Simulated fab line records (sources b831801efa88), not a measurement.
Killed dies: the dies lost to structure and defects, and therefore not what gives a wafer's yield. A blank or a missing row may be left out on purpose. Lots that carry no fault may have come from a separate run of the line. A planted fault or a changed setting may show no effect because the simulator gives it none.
Comparing a struck lot with a sound one / flow sfq line / 39 steps out of a route of 325
Sound: wafers L905.1, L905.3, L905.5. Struck: wafers L916.2, L916.3, L916.4. The cause is given at the end.
Each step with rows lists, per side, the tool, then ch with its chambers, then its first start. Under that, the readings that differ: sound wafers / struck wafers / difference of the means / sigmas: that difference in standard deviations of wafers without a fault.
alike: words and numbers the same on both sides, and readings whose means are apart by under 2 such deviations; not compared: readings that were withheld, readings missing a value for some wafer, numbers with overlapping values and no deviation given by the record, and bounds like >300 which may hide the same value.
A row with sigmas, a row that says differs or no value, or rows on one side alone: a step with any of these is where the two part. Numbers that have no deviation but don't overlap get no sigmas and don't part them. A reading that every wafer of one side lacks parts them only if that side has two wafers or more.

first, 6 steps without rows for these wafers: SFQ_TRILAYER_M1_LITHO_COAT_044 (resist thk 62 nm); SFQ_TRILAYER_M1_LITHO_COAT_039 (resist thk 600 nm); SFQ_TRILAYER_M1_LITHO_SOFTBAKE_043; SFQ_TRILAYER_M1_LITHO_EXPOSE_040 (exposes mask M1, target cd 500 nm); SFQ_TRILAYER_M1_LITHO_PEB_042 (peb time 60 s); SFQ_TRILAYER_M1_LITHO_DEVELOP_041 (time 60 s).
SFQ_M1_OVL_MEAS_911:
  struck on overlay-01, day 33 19:59; sound on overlay-01, day 29 10:26
  alike: M1_OVL
SFQ_TRILAYER_M1_BARC_OPEN_METAL_ETCH_054: etches BARC in O2, target depth 125 nm, time 41.7 s.
  sound on rie metal-02 ch 0,1, day 29 10:28; struck on rie metal-01 ch 0,1, day 33 20:01
  alike: drypump motor current A, oes product au
  not compared: rf hours counter h
then, 1 step without rows for these wafers: SFQ_TRILAYER_M1_ETCH_METAL_ETCH_042 (etches Nb in Cl2/Ar, stops on SiO2, target depth 240 nm, time 120 s).
SFQ_TRILAYER_M1_STRIP_STRIP_043: strips in O2.
  sound on rie metal-02 ch 0,1, day 29 10:39; struck on rie metal-01 ch 0,1, day 33 20:12
  alike: drypump motor current A, oes product au
  not compared: rf hours counter h
then, 1 step without rows for these wafers: SFQ_TRILAYER_M1_STRIP_SOLV_CLEAN_044 (cleans in NMP, time 600 s).
SFQ_TRILAYER_I1_DEP_PECVD_045: deposits SiO2 from SiH4/N2O, time 111.11 s, target thk 500 nm.
  sound on pecvd-04 ch 1,2, day 29 11:26; struck on pecvd-04 ch 0,1, day 33 20:58
  no value came back on the struck wafers for chamber pressure Torr (Torr), heater power outer w (W), heater power w (W), throttle valve pct (%); on the sound wafers chamber pressure Torr (Torr) reads 2.403 2.400 2.402
then, 1 step without rows for these wafers: SFQ_TRILAYER_I1_CMP_CMP_046 (polishes SiO2).
SFQ_I1_BOW_MEAS_912:
  struck on film metro-04, day 34 06:32; sound on film metro-02, day 29 14:31
  alike: I1_BOW
SFQ_TRILAYER_I1_METRO_MEASURE_047:
  struck on film metro-04, day 34 06:50; sound on film metro-02, day 29 14:38
then, 6 steps without rows for these wafers: SFQ_TRILAYER_I1_VIA_LITHO_COAT_054 (resist thk 62 nm); SFQ_TRILAYER_I1_VIA_LITHO_COAT_049 (resist thk 650 nm); SFQ_TRILAYER_I1_VIA_LITHO_SOFTBAKE_053; SFQ_TRILAYER_I1_VIA_LITHO_EXPOSE_050 (exposes mask I1, target cd 500 nm); SFQ_TRILAYER_I1_VIA_LITHO_PEB_052 (peb time 60 s); SFQ_TRILAYER_I1_VIA_LITHO_DEVELOP_051 (time 60 s).
SFQ_I1_OVL_MEAS_913:
  struck on overlay-02, day 34 15:37; sound on overlay-02, day 29 18:09
  alike: I1_OVL
then, 1 step without rows for these wafers: SFQ_TRILAYER_I1_VIA_BARC_OPEN_VIA_ETCH_071 (etches BARC in O2, target depth 125 nm, time 41.7 s).
SFQ_TRILAYER_I1_VIA_ETCH_VIA_ETCH_052: etches SiO2 in CHF3, stops on Nb, target depth 260 nm.
  sound on rie diel-04 ch 0,1,3, day 29 18:13; struck on rie diel-04 ch 0,2,3, day 34 15:41
reading=oes product au (a.u.); sound=0.852 0.865 0.849; struck=0.373 0.374 0.378; difference=-0.480; sigmas=-99 or more
reading=model.etch.depth nm (nm); sound=201.1 200.7 200.5; struck=0 0 0; difference=-201; sigmas=
  alike: drypump motor current A
then, 3 steps without rows for these wafers: SFQ_TRILAYER_I1_VIA_STRIP_STRIP_053 (strips in O2); SFQ_TRILAYER_I1_VIA_STRIP_SOLV_CLEAN_054 (cleans in NMP, time 600 s); SFQ_TRILAYER_M2_DEP_PRE_CLEAN_056 (time 22.5 s).
SFQ_TRILAYER_M2_DEP_SPUTTER_055: material Nb, target thk 200 nm, time 133.3 s.
  struck on pvd sputter-03, day 34 17:22; sound on pvd sputter-03, day 29 19:08
  alike: throttle valve pct
SFQ_M2_RS_MEAS_914: measures by four-point-probe.
  struck on film metro-01, day 34 17:29; sound on film metro-01, day 29 19:14
  alike: M2_NB_RS
then, 3 steps without rows for these wafers: SFQ_TRILAYER_M2_LITHO_COAT_062 (resist thk 62 nm); SFQ_TRILAYER_M2_LITHO_COAT_057 (resist thk 600 nm); SFQ_TRILAYER_M2_LITHO_SOFTBAKE_061.
-- the record jumps here: 5 days lie between the struck wafers' starts before and after --
SFQ_TRILAYER_M2_LITHO_EXPOSE_058: exposes mask M2, target cd 500 nm.
  struck on krf scanner-02, day 40 05:04; sound on krf scanner-02 ch 0, day 36 04:12
  no value came back on the struck wafers for exposure dose mJ cm2, focus offset nm (nm); on the sound wafers exposure dose mJ cm2 reads 14.404 14.405 14.392
  alike: mask
then, 2 steps without rows for these wafers: SFQ_TRILAYER_M2_LITHO_PEB_060 (peb time 60 s); SFQ_TRILAYER_M2_LITHO_DEVELOP_059 (time 60 s).
SFQ_M2_OVL_MEAS_916:
  struck on overlay-02, day 40 06:22; sound on overlay-02, day 36 05:42
reading=M2_OVL (nm); sound=-8 -6 -5; struck=- - -; difference=no value on the struck wafers; sigmas=
SFQ_TRILAYER_M2_BARC_OPEN_METAL_ETCH_077: etches BARC in O2, target depth 125 nm, time 41.7 s.
  sound on rie metal-04 ch 0,1, day 36 05:44; struck on rie metal-03 ch 0,1, day 40 06:24
  alike: drypump motor current A, oes product au
  not compared: rf hours counter h
SFQ_TRILAYER_M2_ETCH_METAL_ETCH_060: etches Nb in Cl2/Ar, stops on SiO2, target depth 240 nm, time 120 s.
  sound on rie metal-04 ch 0,1, day 36 05:48; struck on rie metal-03 ch 0,1, day 40 06:28
  alike: drypump motor current A, oes product au
  not compared: rf hours counter h, model.M2.cd nm
SFQ_TRILAYER_M2_STRIP_STRIP_061: strips in O2.
  sound on rie metal-04 ch 0,1, day 36 05:55; struck on rie metal-03 ch 0,1, day 40 06:35
  alike: drypump motor current A, oes product au
  not compared: rf hours counter h

## WHERE THEY PART
Earliest at SFQ_TRILAYER_I1_DEP_PECVD_045; latest, in this record, at SFQ_M2_OVL_MEAS_916. Later steps at which nothing parts them and some readings are alike: SFQ_TRILAYER_M2_BARC_OPEN_METAL_ETCH_077, SFQ_TRILAYER_M2_ETCH_METAL_ETCH_060, SFQ_TRILAYER_M2_STRIP_STRIP_061.

WHY: what had been put in by the simulator
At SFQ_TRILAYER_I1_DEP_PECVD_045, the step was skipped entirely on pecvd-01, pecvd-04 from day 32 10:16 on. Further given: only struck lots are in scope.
